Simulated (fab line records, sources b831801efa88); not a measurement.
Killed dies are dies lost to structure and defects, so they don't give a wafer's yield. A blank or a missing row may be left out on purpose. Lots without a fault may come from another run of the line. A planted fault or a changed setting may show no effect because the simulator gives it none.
Chamber matching | flow gf180mcu | GF_PASSIVATION_CVD_00 on pecvd-02: 3 sister chambers
The step deposits SiO2 from TEOS, target thk 1000 nm, time 111.95 s. 6 wafers are shown with their chamber, then 7 later ones without.

WAFERS WITH THEIR CHAMBER
wafer  | chamber | run_length_s (s) | heater_power_w (W)
L915.4 | 0       | 139.8            | 483
L922.2 | 2       | 140.3            | 516
L927.2 | 2       | 139.2            | 517
L927.6 | 1       | 140.5            | 495
L929.1 | 1       | 141.0            | 602
L929.3 | 0       | 139.5            | 590

WAFERS WITHOUT THEIR CHAMBER
wafer  | run_length_s (s) | heater_power_w (W)
L929.6 | 139.6            | 575
L930.3 | 140.3            | 602
L930.5 | 140.0            | 474
L930.6 | 139.0            | 469
L936.2 | 139.1            | 536
L936.3 | 139.5            | 578
L936.6 | 140.3            | 588

WHICH CHAMBER EACH WENT THROUGH
wafer  | from the rows above          | in truth
L929.6 | can't be placed: 0 or 2 or 1 | 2
L930.3 | can't be placed: 1 or 0 or 2 | 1
L930.5 | can't be placed: 2 or 0 or 1 | 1
L930.6 | can't be placed: 2 or 0      | 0
L936.2 | can't be placed: 0 or 2      | 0
L936.3 | can't be placed: 0 or 2 or 1 | 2
L936.6 | can't be placed: 1 or 0 or 2 | 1
Placed correctly: 0 of 7. Can't be placed from these rows: 7 (the true chamber is among the candidates in 7). Placed wrongly: 0.
How it was worked out, from the rows above alone: a wafer's distance from a chamber is the root of the sum, over the readings, of the square of ((its reading less the chamber's mean) divided by the reading's scatter). The wafer belongs to the nearest chamber; if the next one is less than 2 further off, it can't be placed. A chamber's mean is the mean of its shown wafers. The scatter: the root of (the sum of the squares of (reading less its chamber's mean) over the shown wafers, divided by (wafers less chambers)).
